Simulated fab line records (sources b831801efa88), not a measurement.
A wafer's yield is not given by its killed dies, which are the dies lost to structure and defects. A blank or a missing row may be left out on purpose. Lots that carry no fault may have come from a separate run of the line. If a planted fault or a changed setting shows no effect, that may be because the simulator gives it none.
Which tool was responsible?    flow sky130    21 wafers from 7 lots sampled at 3 of the route's 708 steps

== WHAT EACH GAUGE READ, for each wafer ==
SKY_SD_P_TW_MEAS_11.
lot   measured      on             SD_P_TW
L641  day 27 00:43  film_metro-01  2815 2796 2812
L642  day 27 10:47  film_metro-02  2801 2807 2806
L644  day 28 00:19  film_metro-02  2784 2794 2794
L647  day 29 01:52  film_metro-01  2789 2803 2788
L653  day 31 06:49  film_metro-02  2745 2726 2741
L656  day 31 23:06  film_metro-04  2751 2745 2745
L660  day 33 00:23  film_metro-04  2821 2818 2818

== TOOL THAT RAN EACH LOT (tool first, then ch and the chambers of the sampled wafers, then the start) ==
lot   SKY_SD_P_IMPLANT_09              SKY_SD_P_STRIP_10
L641  implanter-03 ch 0, day 27 00:30  plasma_asher-02 ch 0,1, day 27 00:38
L642  implanter-01 ch 0, day 27 10:34  plasma_asher-01 ch 0,1, day 27 10:41
L644  implanter-02 ch 0, day 28 00:05  plasma_asher-02 ch 0,1, day 28 00:12
L647  implanter-01 ch 0, day 29 01:37  plasma_asher-02 ch 1, day 29 01:45
L653  implanter-01 ch 0, day 31 06:35  plasma_asher-01 ch 0,1, day 31 06:42
L656  implanter-01 ch 0, day 31 22:53  plasma_asher-02 ch 0,1, day 31 23:01
L660  implanter-02 ch 0, day 33 00:10  plasma_asher-02 ch 0,1, day 33 00:17
- SKY_SD_P_IMPLANT_09
- SKY_SD_P_STRIP_10: strips in O2/N2.

== THE ANSWER, worked out from the rows above alone ==
Rule: the lots themselves supply what counts as usual. The widest of any qualifying gaps counts: lots, ordered by their means at a reading, are off when they make up no more than a third of the lots, leave a main group of 4 or more, and stand apart from it by 3 or more times the standard deviation of that group's means. Not used: any main group whose means are identical at the precision the tables above print for the reading. Also off: a lot with no number at a reading for which 4 or more lots have one. The other lots that the step has rows for count as sound.
Off: at SKY_SD_P_TW_MEAS_11 (SD_P_TW), L653, L656. The main group has a mean of 2803 with a standard deviation of 10.
If a tool, at a process step before that reading, ran all the lots that are off and no sound lot after the first of them, it fits. Those tools and the gauges at SKY_SD_P_TW_MEAS_11 are tried in the same way. One fits: SKY_SD_P_IMPLANT_09 on implanter-01. Its last sound lot is L647 (day 29 01:37), its first lot that is off L653 (day 31 06:35): a fault that began between those two fits.

== WHAT HAD BEEN PUT IN BY THE SIMULATOR ==
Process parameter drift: implanter-01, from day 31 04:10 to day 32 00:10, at SKY_SD_P_IMPLANT_09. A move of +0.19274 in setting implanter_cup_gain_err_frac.
Shown lots that were struck: L653, L656. The rule above found the same.
